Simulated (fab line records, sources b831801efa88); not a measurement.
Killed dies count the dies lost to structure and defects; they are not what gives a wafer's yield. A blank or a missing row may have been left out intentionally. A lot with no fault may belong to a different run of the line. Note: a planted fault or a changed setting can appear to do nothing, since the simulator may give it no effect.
Which tool was responsible?	flow gf180mcu	42 wafers from 14 lots sampled at 6 of the route's 602 steps

== WHAT THE GAUGES SHOWED, per wafer ==
GF_HV_LDD_CD_MEAS_46: the cd target is 400 nm.
lot	measured	on	cd nm (nm)
L646	day 12 06:49	cd sem-01	403.0 402.6 401.5
L647	day 12 16:29	cd sem-01	398.2 397.4 398.7
L648	day 12 20:46	cd sem-02	400.4 399.9 397.3
L649	day 13 09:10	cd sem-01	406.3 405.0 403.0
L650	day 13 17:35	cd sem-02	399.7 399.8 399.7
L651	day 14 00:01	cd sem-01	400.8 402.7 401.7
L654	day 14 19:40	cd sem-02	403.9 404.5 401.2
L655	day 15 10:53	cd sem-02	404.2 404.1 403.3
L658	day 16 09:55	cd sem-02	399.4 400.4 400.7
L660	day 17 03:47	cd sem-01	398.2 398.7 397.9
L661	day 17 08:41	cd sem-02	399.8 399.7 401.5
L663	day 18 06:19	cd sem-02	401.6 400.9 400.7
L664	day 18 13:25	cd sem-01	402.2 403.8 403.7
L669	day 20 02:54	cd sem-02	400.4 401.9 401.1

GF_HV_LDD_TW_MEAS_50.
lot	measured	on	HV_LDD_4_TW
L646	day 12 07:13	film metro-04	585 581 583
L647	day 12 16:52	film metro-01	555 560 560
L648	day 12 21:11	film metro-01	559 560 557
L649	day 13 09:32	film metro-01	559 560 557
L650	day 13 17:59	film metro-01	564 561 562
L651	day 14 00:25	film metro-04	585 587 587
L654	day 14 20:04	film metro-03	573 568 568
L655	day 15 11:18	film metro-03	569 567 568
L658	day 16 10:19	film metro-04	587 586 587
L660	day 17 04:13	film metro-04	588 588 589
L661	day 17 09:05	film metro-04	584 585 588
L663	day 18 06:43	film metro-04	585 589 588
L664	day 18 13:50	film metro-04	588 584 586
L669	day 20 03:17	film metro-03	571 569 572

GF_HV_LDD_THK_MEAS_55.
lot	measured	on	HV_LDD_CVD_54_THK (nm)
L646	day 12 08:32	film metro-01	9.96 9.95 10.03
L647	day 12 18:14	film metro-04	9.89 10.05 9.89
L648	day 12 22:32	film metro-04	9.85 9.94 10.00
L649	day 13 11:01	film metro-01	9.80 10.01 9.87
L650	day 13 19:18	film metro-01	9.98 9.96 10.13
L651	day 14 02:25	film metro-01	10.09 9.96 10.06
L654	day 14 21:41	film metro-01	9.94 9.87 9.81
L655	day 15 12:37	film metro-03	10.04 9.99 10.03
L658	day 16 11:38	film metro-04	9.70 9.81 9.78
L660	day 17 06:45	film metro-04	10.07 10.08 9.97
L661	day 17 10:24	film metro-01	10.05 10.13 10.18
L663	day 18 08:02	film metro-03	9.97 9.94 9.99
L664	day 18 15:08	film metro-01	10.05 10.06 10.05
L669	day 20 04:36	film metro-03	10.20 10.06 10.02

GF_NSD_CD_MEAS_07: the cd target is 400 nm.
lot	measured	on	cd nm (nm)
L646	day 13 05:35	cd sem-01	397.8 395.1 398.0
L647	day 13 15:31	cd sem-02	395.4 399.3 397.1
L648	day 13 20:17	cd sem-02	400.3 399.0 399.5
L649	day 14 09:33	cd sem-01	396.7 398.6 398.7
L650	day 14 18:59	cd sem-02	404.9 402.4 404.5
L651	day 15 01:01	cd sem-02	400.4 400.0 397.6
L654	day 15 20:29	cd sem-02	403.9 402.3 401.9
L655	day 16 12:20	cd sem-02	399.6 399.6 398.7
L658	day 17 12:34	cd sem-02	399.2 400.1 400.5
L660	day 18 06:10	cd sem-02	- - -
L661	day 18 10:17	cd sem-01	- - -
L663	day 19 09:29	cd sem-01	402.6 402.9 404.4
L664	day 19 15:56	cd sem-01	400.2 399.8 399.3
L669	day 21 05:47	cd sem-01	401.9 402.1 401.0

GF_PSD_TW_MEAS_11.
lot	measured	on	PSD_TW
L646	day 14 03:08	film metro-01	3143 3127 3130
L647	day 14 13:34	film metro-02	3176 3149 3135
L648	day 14 17:44	film metro-02	3173 3145 3155
L649	day 15 07:19	film metro-01	3128 3118 3136
L650	day 15 17:04	film metro-03	3170 3160 3161
L651	day 15 23:21	film metro-03	3173 3164 3159
L654	day 16 19:43	film metro-02	3163 3166 3157
L655	day 17 11:12	film metro-02	3156 3162 3161
L658	day 18 11:56	film metro-01	3127 3116 3124
L660	day 19 06:54	film metro-03	4249 4253 4256
L661	day 19 11:16	film metro-01	4183 4171 4178
L663	day 20 09:40	film metro-01	3149 3132 3126
L664	day 20 15:46	film metro-01	3132 3150 3130
L669	day 22 06:53	film metro-01	3105 3105 3096

== WHICH TOOL RAN EACH LOT (tool, then ch and the chambers of the sampled wafers, then the start) ==
lot	GF_NSD_COAT_02
L646	litho track-02 ch 0, day 12 19:37
L647	litho track-02 ch 0, day 13 05:26
L648	litho track-04 ch 0, day 13 10:10
L649	litho track-03 ch 0, day 13 22:31
L650	litho track-02 ch 0, day 14 08:01
L651	litho track-03 ch 0, day 14 13:55
L654	litho track-03 ch 0, day 15 09:43
L655	litho track-04 ch 0, day 16 01:46
L658	litho track-02 ch 0, day 17 01:19
L660	litho track-02, day 17 18:58
L661	litho track-04, day 17 22:56
L663	litho track-03 ch 0, day 18 21:31
L664	litho track-02 ch 0, day 19 03:56
L669	litho track-02 ch 0, day 20 17:40
- GF_NSD_COAT_02: resist thk 1000 nm.

== AS READ BY THE TOOLS THEMSELVES (means over the sampled wafers that have a number; for cases with no such wafer, the mark the record gives instead) ==
GF_NSD_COAT_02.
lot	tool	chill plate temp C (C)	dispense pressure kPa (kPa)
L646	litho track-02	22.91	55.5
L647	litho track-02	23.05	55.5
L648	litho track-04	23.03	52.0
L649	litho track-03	23.17	56.0
L650	litho track-02	22.99	55.6
L651	litho track-03	23.04	56.0
L654	litho track-03	22.87	56.0
L655	litho track-04	23.06	52.0
L658	litho track-02	23.01	55.6
L660	litho track-02	-	-
L661	litho track-04	-	-
L663	litho track-03	22.95	56.0
L664	litho track-02	23.03	55.6
L669	litho track-02	22.96	55.6

== THE ANSWER, worked out from the rows above alone ==
Rule: what is usual is taken from the lots themselves. Put in order of their means at a reading, lots are off if they are a third of the lots or fewer, leave a main group of 4 or more, and stand apart from it by a gap of 3 or more times the standard deviation of the main group's means; of several such gaps the widest counts. A main group is skipped when, at the precision printed for the reading in the tables above, its means are all equal. Also off: a lot with no number at a reading for which 4 or more lots have one. Any other lot the step has rows for is counted as sound. First the gauges in route order, then the tools' own readings, where a lot's mean is used as printed above. At the first step where some lot is off, the reading lying furthest off is the one used; lots without a number count as furthest.
Off at GF_NSD_CD_MEAS_07 (cd nm): L660, L661. Without a number there: L660, L661. Main group: mean 400.1 nm, sd 2.2.
If a tool, at a process step before that reading, ran all the lots that are off and no sound lot after the first of them, it fits. Not tried: the gauges at GF_NSD_CD_MEAS_07; whatever is off there is also off at GF_PSD_TW_MEAS_11, on other tools, and gauge error can't account for it. Of those tried, none fits.

== WHAT THE SIMULATOR HAD INSERTED ==
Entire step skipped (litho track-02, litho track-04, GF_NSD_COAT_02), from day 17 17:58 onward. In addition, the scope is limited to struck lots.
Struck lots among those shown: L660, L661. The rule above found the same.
